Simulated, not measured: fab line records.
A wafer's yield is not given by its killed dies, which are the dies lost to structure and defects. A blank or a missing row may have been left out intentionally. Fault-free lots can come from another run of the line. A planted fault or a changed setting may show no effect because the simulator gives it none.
fab line records / flow sky130
record: lots: 6 wafers: 18 last_day: 50
route steps=708 shown METAL3@572 VIA3@573 PAD_OPEN@708
lots that met no fault: from a run of the same line without faults
start_h: the number of hours between the record's first day and the start of the first shown wafer of the lot / wait_h: how many hours have passed since the lot's step before this one / " as in the row above / L1.1+2: one row covering several wafers at once / - no value, or no start was given / * or withheld: withheld / < > ~ a bound
route shown NAME@n: a module of which the file shows steps, and the number in the route of the first / usual: the fault-free wafers' mean and standard deviation / same: alike in all rows / chamber/n: place in a boat / sites: readings site by site / _std_site: standard deviation across them / _edge_site: inner sites' mean taken away from outer sites' mean / radius_mm: for every site, how far away it sits from the centre of the wafer / mask NAME#n: copy n / behind: tool/chamber where the wafer was last shaped / hold: why the lot was held/for how many hours/how that ended / device: whichever transistor did not switch (one of n, p or np) / end of line: the same wafers' tests at the end of the route / for a step that has no rows: nothing shown but its recipe / killed: dies lost to structure and defects at the first sort, not the wafer's yield / map: per-die view of a wafer (x killed, . not killed, _ where there is no die)
set.NAME: the run value of the setting; set.NAME@STEP: its run value at that earlier step / model.NAME: the simulator's own value behind a step, which no gauge read
lots at selected steps of the route; one table per step, one row per wafer
services: when a tool's chamber went out of use (start_h, in hours from the record's first day, below 0 if earlier), for how many hours, and the reason
== steps ==
step: SKY_METAL3_CLEAN_22
recipe: chemistry: O3/DIW dry: n2_spin
step: SKY_VIA3_HDPCVD_00
recipe: material: SiO2 target_thk_nm: 1635 sigma_open_frac: 0.3 time_s: 277.6 temp_c: 400 sih4_flow_sccm: 60 pressure_mtorr: 6
step: SKY_VIA3_THK_MEAS_01
recipe: reads: SiO2_of_VIA3_HDPCVD_00
usual: VIA3_HDPCVD_THK: 1669/17
lot.wafer=L287.2 tool=film_metro-03 chamber=- start_h=909.33 wait_h=0.1 VIA3_HDPCVD_THK[nm]=1652
lot.wafer=L287.4 tool=film_metro-03 chamber=- start_h=909.33 wait_h=0.1 VIA3_HDPCVD_THK[nm]=1668
lot.wafer=L287.6 tool=film_metro-03 chamber=- start_h=909.33 wait_h=0.1 VIA3_HDPCVD_THK[nm]=1665
lot.wafer=L293.1 tool=film_metro-04 chamber=- start_h=958.20 wait_h=0.1 VIA3_HDPCVD_THK[nm]=1664
lot.wafer=L293.4 tool=film_metro-04 chamber=- start_h=958.20 wait_h=0.1 VIA3_HDPCVD_THK[nm]=1668
lot.wafer=L293.5 tool=film_metro-04 chamber=- start_h=958.20 wait_h=0.1 VIA3_HDPCVD_THK[nm]=1645
lot.wafer=L302.3 tool=film_metro-04 chamber=- start_h=1017.33 wait_h=0.1 VIA3_HDPCVD_THK[nm]=1656
lot.wafer=L302.5 tool=film_metro-04 chamber=- start_h=1017.33 wait_h=0.1 VIA3_HDPCVD_THK[nm]=1703
lot.wafer=L302.6 tool=film_metro-04 chamber=- start_h=1017.33 wait_h=0.1 VIA3_HDPCVD_THK[nm]=1657
lot.wafer=L303.2 tool=film_metro-03 chamber=- start_h=1021.50 wait_h=0.2 VIA3_HDPCVD_THK[nm]=1640
lot.wafer=L303.5 tool=film_metro-03 chamber=- start_h=1021.50 wait_h=0.2 VIA3_HDPCVD_THK[nm]=1645
lot.wafer=L303.6 tool=film_metro-03 chamber=- start_h=1021.50 wait_h=0.2 VIA3_HDPCVD_THK[nm]=1667
lot.wafer=L305.1 tool=film_metro-04 chamber=- start_h=1038.63 wait_h=0.1 VIA3_HDPCVD_THK[nm]=1672
lot.wafer=L305.3 tool=film_metro-04 chamber=- start_h=1038.63 wait_h=0.1 VIA3_HDPCVD_THK[nm]=1664
lot.wafer=L305.4 tool=film_metro-04 chamber=- start_h=1038.63 wait_h=0.1 VIA3_HDPCVD_THK[nm]=1627
lot.wafer=L307.3 tool=film_metro-03 chamber=- start_h=1053.33 wait_h=0.1 VIA3_HDPCVD_THK[nm]=1703
lot.wafer=L307.4 tool=film_metro-03 chamber=- start_h=1053.33 wait_h=0.1 VIA3_HDPCVD_THK[nm]=1702
lot.wafer=L307.6 tool=film_metro-03 chamber=- start_h=1053.33 wait_h=0.1 VIA3_HDPCVD_THK[nm]=1708
step: SKY_VIA3_CMP_02
recipe: material: SiO2 down_force_psi: 4 platen_rpm: 60 pad_velocity_m_s: 0.94248
usual: edge_zone_pressure_frac: 1.000/0.0052 motor_current_A: 12.3/1 retaining_ring_pressure_frac: 1.000/0.005
lot.wafer=L287.2 tool=cmp-02 chamber=1 start_h=909.62 wait_h=0.3 edge_zone_pressure_frac=0.997 motor_current_A=13.7 retaining_ring_pressure_frac=1.002
lot.wafer=L287.4 tool=cmp-02 chamber=0 start_h=909.62 wait_h=0.3 edge_zone_pressure_frac=0.995 motor_current_A=11.5 retaining_ring_pressure_frac=0.996
lot.wafer=L287.6 tool=cmp-02 chamber=2 start_h=909.62 wait_h=0.3 edge_zone_pressure_frac=0.998 motor_current_A=12.7 retaining_ring_pressure_frac=0.999
lot.wafer=L293.4 tool=cmp-02 chamber=1 start_h=958.26 wait_h=0.0 edge_zone_pressure_frac=0.993 motor_current_A=13.8 retaining_ring_pressure_frac=1.005
lot.wafer=L293.1 tool=cmp-02 chamber=0 start_h=958.26 wait_h=0.0 edge_zone_pressure_frac=0.991 motor_current_A=11.7 retaining_ring_pressure_frac=0.997
lot.wafer=L293.5 tool=cmp-02 chamber=2 start_h=958.26 wait_h=0.0 edge_zone_pressure_frac=0.995 motor_current_A=13.2 retaining_ring_pressure_frac=0.998
lot.wafer=L302.3 tool=cmp-02 chamber=2 start_h=1017.52 wait_h=0.2 edge_zone_pressure_frac=1.001 motor_current_A=12.8 retaining_ring_pressure_frac=0.997
lot.wafer=L302.6 tool=cmp-02 chamber=3 start_h=1017.52 wait_h=0.2 edge_zone_pressure_frac=0.999 motor_current_A=11.7 retaining_ring_pressure_frac=1.008
lot.wafer=L302.5 tool=cmp-02 chamber=0 start_h=1017.52 wait_h=0.2 edge_zone_pressure_frac=1.004 motor_current_A=11.4 retaining_ring_pressure_frac=1.006
lot.wafer=L303.2 tool=cmp-02 chamber=2 start_h=1021.60 wait_h=0.1 edge_zone_pressure_frac=1.000 motor_current_A=13.3 retaining_ring_pressure_frac=1.001
lot.wafer=L303.6 tool=cmp-02 chamber=1 start_h=1021.60 wait_h=0.1 edge_zone_pressure_frac=1.006 motor_current_A=13.3 retaining_ring_pressure_frac=0.999
lot.wafer=L303.5 tool=cmp-02 chamber=2 start_h=1021.60 wait_h=0.1 edge_zone_pressure_frac=1.004 motor_current_A=12.8 retaining_ring_pressure_frac=0.994
lot.wafer=L305.3 tool=cmp-02 chamber=2 start_h=1039.14 wait_h=0.5 edge_zone_pressure_frac=0.999 motor_current_A=12.8 retaining_ring_pressure_frac=0.999
lot.wafer=L305.4 tool=cmp-02 chamber=3 start_h=1039.14 wait_h=0.5 edge_zone_pressure_frac=0.994 motor_current_A=11.9 retaining_ring_pressure_frac=1.002
lot.wafer=L305.1 tool=cmp-02 chamber=1 start_h=1039.14 wait_h=0.5 edge_zone_pressure_frac=1.004 motor_current_A=14.0 retaining_ring_pressure_frac=0.992
lot.wafer=L307.3 tool=cmp-02 chamber=2 start_h=1053.42 wait_h=0.1 edge_zone_pressure_frac=0.998 motor_current_A=12.5 retaining_ring_pressure_frac=0.995
lot.wafer=L307.4 tool=cmp-02 chamber=0 start_h=1053.42 wait_h=0.1 edge_zone_pressure_frac=0.992 motor_current_A=11.5 retaining_ring_pressure_frac=1.001
lot.wafer=L307.6 tool=cmp-02 chamber=1 start_h=1053.42 wait_h=0.1 edge_zone_pressure_frac=0.995 motor_current_A=13.4 retaining_ring_pressure_frac=0.998
step: SKY_VIA3_BOW_MEAS_03
recipe: mode: bow
usual: VIA3_BOW: 79/7.7
lot.wafer=L287.2 tool=film_metro-03 chamber=- start_h=909.94 wait_h=0.3 VIA3_BOW[um]=72
lot.wafer=L287.4 tool=film_metro-03 chamber=- start_h=909.94 wait_h=0.3 VIA3_BOW[um]=74
lot.wafer=L287.6 tool=film_metro-03 chamber=- start_h=909.94 wait_h=0.3 VIA3_BOW[um]=72
lot.wafer=L293.1 tool=film_metro-03 chamber=- start_h=958.56 wait_h=0.1 VIA3_BOW[um]=91
lot.wafer=L293.4 tool=film_metro-03 chamber=- start_h=958.56 wait_h=0.1 VIA3_BOW[um]=81
lot.wafer=L293.5 tool=film_metro-03 chamber=- start_h=958.56 wait_h=0.1 VIA3_BOW[um]=77
lot.wafer=L302.3 tool=film_metro-04 chamber=- start_h=1017.71 wait_h=0.1 VIA3_BOW[um]=90
lot.wafer=L302.5 tool=film_metro-04 chamber=- start_h=1017.71 wait_h=0.1 VIA3_BOW[um]=92
lot.wafer=L302.6 tool=film_metro-04 chamber=- start_h=1017.71 wait_h=0.1 VIA3_BOW[um]=92
lot.wafer=L303.2 tool=film_metro-01 chamber=- start_h=1021.87 wait_h=0.2 VIA3_BOW[um]=70
lot.wafer=L303.5 tool=film_metro-01 chamber=- start_h=1021.87 wait_h=0.2 VIA3_BOW[um]=61
lot.wafer=L303.6 tool=film_metro-01 chamber=- start_h=1021.87 wait_h=0.2 VIA3_BOW[um]=84
lot.wafer=L305.1 tool=film_metro-03 chamber=- start_h=1039.44 wait_h=0.1 VIA3_BOW[um]=79
lot.wafer=L305.3 tool=film_metro-03 chamber=- start_h=1039.44 wait_h=0.1 VIA3_BOW[um]=71
lot.wafer=L305.4 tool=film_metro-03 chamber=- start_h=1039.44 wait_h=0.1 VIA3_BOW[um]=78
lot.wafer=L307.3 tool=film_metro-04 chamber=- start_h=1053.71 wait_h=0.2 VIA3_BOW[um]=92
lot.wafer=L307.4 tool=film_metro-04 chamber=- start_h=1053.71 wait_h=0.2 VIA3_BOW[um]=69
lot.wafer=L307.6 tool=film_metro-04 chamber=- start_h=1053.71 wait_h=0.2 VIA3_BOW[um]=80
step: SKY_VIA3_DEHYDRATE_04
recipe: temp_c: 200 time_s: 60
step: SKY_VIA3_HMDS_05
recipe: prime_time_s: 60 prime_temp_c: 120
step: SKY_VIA3_COAT_06
recipe: resist: BARC temp_c: withheld time_s: withheld spin_rpm: 3000 resist_thk_nm: 60
step: SKY_VIA3_COAT_07
recipe: resist: KrF-thick spin_rpm: 3000 resist_thk_nm: 450
step: SKY_VIA3_SOFTBAKE_08
recipe: temp_c: 100 time_s: 90 resist: KrF-thick
step: SKY_VIA3_EXPOSE_09
recipe: mask_id: VIM3 na: 0.8 source_shape: annular sigma_inner: 0.55 sigma_outer: 0.85 target_cd_nm: 200 dose_mj: 38
step: SKY_VIA3_PEB_10
recipe: peb_temp_c: withheld peb_time_s: withheld resist: KrF-thick
step: SKY_VIA3_DEVELOP_11
recipe: develop_time_s: 60 resist: KrF-thick dev_temp_c: 21
usual: developer_temp_C: 20.98/0.098
lot.wafer=L287.2 tool=litho_track-04 chamber=0 start_h=934 wait_h=- developer_temp_C=20.88
lot.wafer=L287.4 tool=litho_track-04 chamber=0 start_h=934 wait_h=- developer_temp_C=20.97
lot.wafer=L287.6 tool=litho_track-04 chamber=0 start_h=934 wait_h=- developer_temp_C=21.03
lot.wafer=L293.1 tool=litho_track-03 chamber=0 start_h=982 wait_h=- developer_temp_C=20.92
lot.wafer=L293.4 tool=litho_track-03 chamber=0 start_h=982 wait_h=- developer_temp_C=21.02
lot.wafer=L293.5 tool=litho_track-03 chamber=0 start_h=982 wait_h=- developer_temp_C=20.88
lot.wafer=L302.3 tool=litho_track-04 chamber=0 start_h=1041 wait_h=- developer_temp_C=20.15
lot.wafer=L302.5 tool=litho_track-04 chamber=0 start_h=1041 wait_h=- developer_temp_C=20.18
lot.wafer=L302.6 tool=litho_track-04 chamber=0 start_h=1041 wait_h=- developer_temp_C=19.96
lot.wafer=L303.2 tool=litho_track-04 chamber=0 start_h=1044 wait_h=- developer_temp_C=20.31
lot.wafer=L303.5 tool=litho_track-04 chamber=0 start_h=1044 wait_h=- developer_temp_C=20.30
lot.wafer=L303.6 tool=litho_track-04 chamber=0 start_h=1044 wait_h=- developer_temp_C=20.22
lot.wafer=L305.1 tool=litho_track-03 chamber=0 start_h=1061 wait_h=- developer_temp_C=20.95
lot.wafer=L305.3 tool=litho_track-03 chamber=0 start_h=1061 wait_h=- developer_temp_C=20.96
lot.wafer=L305.4 tool=litho_track-03 chamber=0 start_h=1061 wait_h=- developer_temp_C=20.88
lot.wafer=L307.3 tool=litho_track-02 chamber=0 start_h=1075 wait_h=- developer_temp_C=21.18
lot.wafer=L307.4 tool=litho_track-02 chamber=0 start_h=1075 wait_h=- developer_temp_C=21.11
lot.wafer=L307.6 tool=litho_track-02 chamber=0 start_h=1075 wait_h=- developer_temp_C=21.03
step: SKY_VIA3_CD_MEAS_12
recipe: target_cd_nm: 200
usual: cd_nm: 200.3/1.3
lot.wafer=L287.2 tool=cd_sem-02 chamber=- start_h=934.57 wait_h=- cd_nm=199.4
lot.wafer=L287.4 tool=cd_sem-02 chamber=- start_h=934.57 wait_h=- cd_nm=200.2
lot.wafer=L287.6 tool=cd_sem-02 chamber=- start_h=934.57 wait_h=- cd_nm=198.6
lot.wafer=L293.1 tool=cd_sem-02 chamber=- start_h=982.98 wait_h=- cd_nm=199.9
lot.wafer=L293.4 tool=cd_sem-02 chamber=- start_h=982.98 wait_h=- cd_nm=199.3
lot.wafer=L293.5 tool=cd_sem-02 chamber=- start_h=982.98 wait_h=- cd_nm=199.9
lot.wafer=L302.3 tool=cd_sem-01 chamber=- start_h=1041.39 wait_h=- cd_nm=200.9
lot.wafer=L302.5 tool=cd_sem-01 chamber=- start_h=1041.39 wait_h=- cd_nm=201.5
lot.wafer=L302.6 tool=cd_sem-01 chamber=- start_h=1041.39 wait_h=- cd_nm=200.8
lot.wafer=L303.2 tool=cd_sem-01 chamber=- start_h=1044.62 wait_h=- cd_nm=199.5
lot.wafer=L303.5 tool=cd_sem-01 chamber=- start_h=1044.62 wait_h=- cd_nm=199.8
lot.wafer=L303.6 tool=cd_sem-01 chamber=- start_h=1044.62 wait_h=- cd_nm=199.6
lot.wafer=L305.1 tool=cd_sem-02 chamber=- start_h=1061.73 wait_h=- cd_nm=200.8
lot.wafer=L305.3 tool=cd_sem-02 chamber=- start_h=1061.73 wait_h=- cd_nm=200.3
lot.wafer=L305.4 tool=cd_sem-02 chamber=- start_h=1061.73 wait_h=- cd_nm=201.1
lot.wafer=L307.3 tool=cd_sem-02 chamber=- start_h=1075.46 wait_h=- cd_nm=201.3
lot.wafer=L307.4 tool=cd_sem-02 chamber=- start_h=1075.46 wait_h=- cd_nm=201.0
lot.wafer=L307.6 tool=cd_sem-02 chamber=- start_h=1075.46 wait_h=- cd_nm=200.5
step: SKY_PAD_OPEN_PROBE_99
usual: defect_limited_yield: 82.6/2 killed_at_M0_to_M3: 43/7.6 killed_at_M4_up: 2.9/1.9 killed_at_contacts: 24/5 killed_at_front_end: 15/4.3 killed_at_other: 0.3/0.54 killed_dies: 85/10 killed_open: 47/7 killed_short: 38/6.4 sort_bin_3_pad_short: 0.8/0.4 sort_bin_5_function: 10.3/1.6 sort_bin_6_memory: 6.2/1.1 sort_n_pass: 407/10 sort_yield_pct: 82.6/2
same: gross_dies: 492 killed_at_back_side: 0 sort_bin_4_leakage[%]: 0 sort_bin_8_speed[%]: 0
lot.wafer=L287.2 tool=prober-01 chamber=- start_h=1081.23 wait_h=0.1 defect_limited_yield[%]=83.1 killed_at_M0_to_M3=38 killed_at_M4_up=4 killed_at_contacts=24 killed_at_front_end=17 killed_at_other=0 killed_dies=83 killed_open=40 killed_short=43 sort_bin_3_pad_short[%]=1.2 sort_bin_5_function[%]=10.8 sort_bin_6_memory[%]=4.9 sort_n_pass=409 sort_yield_pct[%]=83.1
lot.wafer=L287.4 tool=prober-01 chamber=- start_h=1081.33 wait_h=0.2 defect_limited_yield[%]=82.9 killed_at_M0_to_M3=34 killed_at_M4_up=4 killed_at_contacts=27 killed_at_front_end=18 killed_at_other=1 killed_dies=84 killed_open=39 killed_short=45 sort_bin_3_pad_short[%]=0.4 sort_bin_5_function[%]=11.0 sort_bin_6_memory[%]=5.7 sort_n_pass=408 sort_yield_pct[%]=82.9
lot.wafer=L287.6 tool=prober-01 chamber=- start_h=1081.43 wait_h=0.2 defect_limited_yield[%]=78.7 killed_at_M0_to_M3=45 killed_at_M4_up=5 killed_at_contacts=32 killed_at_front_end=23 killed_at_other=0 killed_dies=105 killed_open=49 killed_short=56 sort_bin_3_pad_short[%]=1.0 sort_bin_5_function[%]=12.0 sort_bin_6_memory[%]=8.3 sort_n_pass=387 sort_yield_pct[%]=78.7
lot.wafer=L302.3 tool=prober-02 chamber=- start_h=1170.37 wait_h=0.2 defect_limited_yield[%]=82.5 killed_at_M0_to_M3=42 killed_at_M4_up=2 killed_at_contacts=26 killed_at_front_end=16 killed_at_other=0 killed_dies=86 killed_open=57 killed_short=29 sort_bin_3_pad_short[%]=0.2 sort_bin_5_function[%]=11.8 sort_bin_6_memory[%]=5.5 sort_n_pass=406 sort_yield_pct[%]=82.5
lot.wafer=L303.2 tool=prober-01 chamber=- start_h=1171.70 wait_h=0.1 defect_limited_yield[%]=81.5 killed_at_M0_to_M3=45 killed_at_M4_up=6 killed_at_contacts=22 killed_at_front_end=18 killed_at_other=0 killed_dies=91 killed_open=49 killed_short=42 sort_bin_3_pad_short[%]=1.0 sort_bin_5_function[%]=12.0 sort_bin_6_memory[%]=5.5 sort_n_pass=401 sort_yield_pct[%]=81.5
lot.wafer=L303.5 tool=prober-01 chamber=- start_h=1171.85 wait_h=0.2 defect_limited_yield[%]=84.3 killed_at_M0_to_M3=38 killed_at_M4_up=1 killed_at_contacts=29 killed_at_front_end=9 killed_at_other=0 killed_dies=77 killed_open=43 killed_short=34 sort_bin_3_pad_short[%]=0 sort_bin_5_function[%]=9.8 sort_bin_6_memory[%]=5.9 sort_n_pass=415 sort_yield_pct[%]=84.3
lot.wafer=L303.6 tool=prober-01 chamber=- start_h=1171.90 wait_h=0.2 defect_limited_yield[%]=79.5 killed_at_M0_to_M3=49 killed_at_M4_up=1 killed_at_contacts=32 killed_at_front_end=19 killed_at_other=0 killed_dies=101 killed_open=63 killed_short=38 sort_bin_3_pad_short[%]=0.6 sort_bin_5_function[%]=11.8 sort_bin_6_memory[%]=8.1 sort_n_pass=391 sort_yield_pct[%]=79.5
lot.wafer=L307.3 tool=prober-01 chamber=- start_h=1196.42 wait_h=0.2 defect_limited_yield[%]=81.5 killed_at_M0_to_M3=56 killed_at_M4_up=3 killed_at_contacts=25 killed_at_front_end=7 killed_at_other=0 killed_dies=91 killed_open=45 killed_short=46 sort_bin_3_pad_short[%]=0.8 sort_bin_5_function[%]=11.8 sort_bin_6_memory[%]=5.9 sort_n_pass=401 sort_yield_pct[%]=81.5
lot.wafer=L307.4 tool=prober-01 chamber=- start_h=1196.47 wait_h=0.2 defect_limited_yield[%]=84.3 killed_at_M0_to_M3=36 killed_at_M4_up=0 killed_at_contacts=31 killed_at_front_end=10 killed_at_other=0 killed_dies=77 killed_open=46 killed_short=31 sort_bin_3_pad_short[%]=0.2 sort_bin_5_function[%]=10.2 sort_bin_6_memory[%]=5.3 sort_n_pass=415 sort_yield_pct[%]=84.3
lot.wafer=L307.6 tool=prober-01 chamber=- start_h=1196.57 wait_h=0.2 defect_limited_yield[%]=83.1 killed_at_M0_to_M3=46 killed_at_M4_up=2 killed_at_contacts=22 killed_at_front_end=13 killed_at_other=0 killed_dies=83 killed_open=52 killed_short=31 sort_bin_3_pad_short[%]=0 sort_bin_5_function[%]=9.8 sort_bin_6_memory[%]=7.1 sort_n_pass=409 sort_yield_pct[%]=83.1
killed by level:class
L287.2 LI_CONTACT:geometric_particle:open=9 VIA2:geometric_particle:open=8 FIELD_ISO:geometric_particle:short=7 METAL2:geometric_particle:short=6 VIA1:geometric_particle:short=5 LOCAL_INTERCONNECT:geometric_particle:short=5 VIA1:geometric_particle:open=5 METAL3:geometric_particle:short=5
L287.4 CONTACT:geometric_particle:open=10 VIA1:geometric_particle:open=8 POLY_GATE:geometric_particle:short=7 LI_CONTACT:geometric_particle:open=7 CONTACT:geometric_particle:short=7 FIELD_ISO:geometric_particle:short=5 VIA1:geometric_particle:short=5 METAL1:geometric_particle:short=5
L287.6 CONTACT:geometric_particle:open=12 VIA1:geometric_particle:open=11 CONTACT:geometric_particle:short=9 POLY_GATE:geometric_particle:short=8 VIA2:geometric_particle:open=7 METAL1:geometric_particle:short=6 FIELD_ISO:geometric_particle:short=5 LI_CONTACT:geometric_particle:open=5
L302.3 LI_CONTACT:geometric_particle:open=11 CONTACT:geometric_particle:open=10 VIA3:geometric_particle:open=10 VIA1:geometric_particle:open=9 POLY_GATE:geometric_particle:open=7 VIA2:geometric_particle:open=6 METAL2:geometric_particle:short=6 VIA1:geometric_particle:short=4
L303.2 VIA1:geometric_particle:open=10 LI_CONTACT:geometric_particle:open=9 METAL3:geometric_particle:short=7 VIA3:geometric_particle:open=7 FIELD_ISO:geometric_particle:open=6 POLY_GATE:geometric_particle:open=5 LI_CONTACT:geometric_particle:short=5 VIA3:geometric_particle:short=5
L303.5 CONTACT:geometric_particle:open=19 VIA1:geometric_particle:short=7 VIA3:geometric_particle:open=7 METAL1:geometric_particle:short=5 VIA2:geometric_particle:open=5 CONTACT:geometric_particle:short=4 FIELD_ISO:geometric_particle:short=3 LI_CONTACT:geometric_particle:short=3
L303.6 CONTACT:geometric_particle:open=13 VIA1:geometric_particle:open=11 VIA2:geometric_particle:open=9 CONTACT:geometric_particle:short=7 FIELD_ISO:geometric_particle:open=6 LI_CONTACT:geometric_particle:open=6 VIA1:geometric_particle:short=6 VIA3:geometric_particle:open=6
L307.3 CONTACT:geometric_particle:open=12 METAL1:geometric_particle:short=10 VIA3:geometric_particle:open=9 LI_CONTACT:geometric_particle:open=8 METAL2:geometric_particle:short=6 VIA2:geometric_particle:open=6 VIA3:geometric_particle:short=6 VIA1:geometric_particle:open=5
L307.4 CONTACT:geometric_particle:open=14 LI_CONTACT:geometric_particle:open=10 VIA1:geometric_particle:open=6 METAL1:geometric_particle:short=6 VIA3:geometric_particle:short=5 METAL2:geometric_particle:short=4 VIA2:geometric_particle:open=4 LOCAL_INTERCONNECT:geometric_particle:short=3
L307.6 VIA1:geometric_particle:open=12 VIA3:geometric_particle:open=10 VIA2:geometric_particle:open=9 CONTACT:geometric_particle:open=6 POLY_GATE:geometric_particle:short=5 LOCAL_INTERCONNECT:geometric_particle:short=5 CONTACT:geometric_particle:short=4 LI_CONTACT:geometric_particle:open=3
== services ==
tool=cmp-02 chamber=- start_h=976.48 hours=2.4 kind=repair
tool=cmp-02 chamber=- start_h=989.76 hours=1.4 kind=repair
tool=cmp-02 chamber=- start_h=1067.27 hours=4.4 kind=repair
tool=cmp-02 chamber=- start_h=1073.64 hours=2.6 kind=repair
== key ==
first_sign: step: SKY_VIA3_DEVELOP_11 reading: developer_temp_C direction: down sigmas: 8.1 usual: * struck: *
effect none on later readings
met_at SKY_VIA3_DEVELOP_11
struck_wafers L302.3,L302.5,L302.6,L303.2,L303.5,L303.6
onset_between 934 1041
fault: kind: process_parameter_drift tool: litho_track-04 chamber: - onset_h: 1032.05 steps: SKY_VIA3_DEVELOP_11 channel: dev_temp_c offset: * shape: step end_h: 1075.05 acts_in: * stated: *
